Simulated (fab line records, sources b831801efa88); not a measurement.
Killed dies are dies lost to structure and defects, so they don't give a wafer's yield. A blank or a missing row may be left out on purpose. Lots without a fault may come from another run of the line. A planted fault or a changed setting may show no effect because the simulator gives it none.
Chamber matching | flow gf180mcu | GF_V4_ETCH_16 on rie_diel-01: 4 sister chambers
The step etches BARC in N2/H2. 20 wafers are shown with their chamber, then 10 later ones without.

WAFERS WITH THEIR CHAMBER
wafer  | chamber | drypump_motor_current_A (A) | oes_product_au (a.u.) | throttle_valve_pct (%)
L077.2 | 2       | 5.4                         | 0.857                 | 13.217
L077.5 | 3       | 5.8                         | 0.851                 | 13.232
L077.6 | 0       | 5.8                         | 0.861                 | 13.233
L079.1 | 1       | 5.6                         | 0.863                 | 13.238
L079.4 | 3       | 5.8                         | 0.847                 | 13.227
L079.6 | 0       | 5.8                         | 0.855                 | 13.227
L080.2 | 3       | 5.8                         | 0.854                 | 13.219
L080.3 | 0       | 5.7                         | 0.848                 | 13.239
L080.4 | 1       | 5.6                         | 0.854                 | 13.240
L085.1 | 0       | 5.8                         | 0.857                 | 13.218
L085.3 | 2       | 5.4                         | 0.855                 | 13.205
L085.4 | 1       | 5.6                         | 0.855                 | 13.230
L086.1 | 0       | 5.8                         | 0.855                 | 13.234
L086.4 | 1       | 5.6                         | 0.859                 | 13.215
L086.6 | 0       | 5.8                         | 0.848                 | 13.220
L088.2 | 0       | 5.8                         | 0.859                 | 13.213
L088.5 | 0       | 5.8                         | 0.855                 | 13.223
L088.6 | 1       | 5.6                         | 0.855                 | 13.225
L090.1 | 0       | 5.7                         | 0.854                 | 13.218
L090.5 | 1       | 5.6                         | 0.862                 | 13.203

SIGNATURES (means of the wafers above)
reading                 | chamber 0 | chamber 1 | chamber 2 | chamber 3 | scatter within a chamber
drypump_motor_current_A | 5.778     | 5.600     | 5.400     | 5.800     | 0.0312
oes_product_au          | 0.85467   | 0.85800   | 0.85600   | 0.85067   | 0.00401
throttle_valve_pct      | 13.22500  | 13.22517  | 13.21100  | 13.22600  | 0.0105
Rule: a wafer's distance from a chamber is the root of the sum, over the readings, of the square of ((its reading less the chamber's mean) divided by the reading's scatter). The wafer belongs to the nearest chamber; if the next one is less than 2 further off, it can't be placed. The scatter: the root of (the sum of the squares of (reading less its chamber's mean) over the shown wafers, divided by (wafers less chambers)).

WAFERS WITHOUT THEIR CHAMBER
wafer  | drypump_motor_current_A (A) | oes_product_au (a.u.) | throttle_valve_pct (%)
L090.6 | 5.8                         | 0.863                 | 13.216
L094.1 | 5.5                         | 0.861                 | 13.221
L094.2 | 5.6                         | 0.855                 | 13.223
L094.6 | 5.6                         | 0.855                 | 13.231
L095.2 | 5.5                         | 0.852                 | 13.217
L095.3 | 5.6                         | 0.855                 | 13.234
L095.4 | 5.8                         | 0.856                 | 13.210
L096.3 | 5.8                         | 0.851                 | 13.200
L096.5 | 5.8                         | 0.855                 | 13.215
L096.6 | 5.4                         | 0.857                 | 13.207

WHICH CHAMBER EACH WENT THROUGH
wafer  | from the rows above     | in truth
L090.6 | can't be placed: 0 or 3 | 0
L094.1 | can't be placed: 1 or 2 | 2
L094.2 | 1                       | 1
L094.6 | 1                       | 1
L095.2 | can't be placed: 2 or 1 | 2
L095.3 | 1                       | 1
L095.4 | can't be placed: 0 or 3 | 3
L096.3 | can't be placed: 3 or 0 | 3
L096.5 | can't be placed: 0 or 3 | 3
L096.6 | 2                       | 2
Placed correctly: 4 of 10. Can't be placed from these rows: 6 (the true chamber is among the candidates in 6). Placed wrongly: 0.
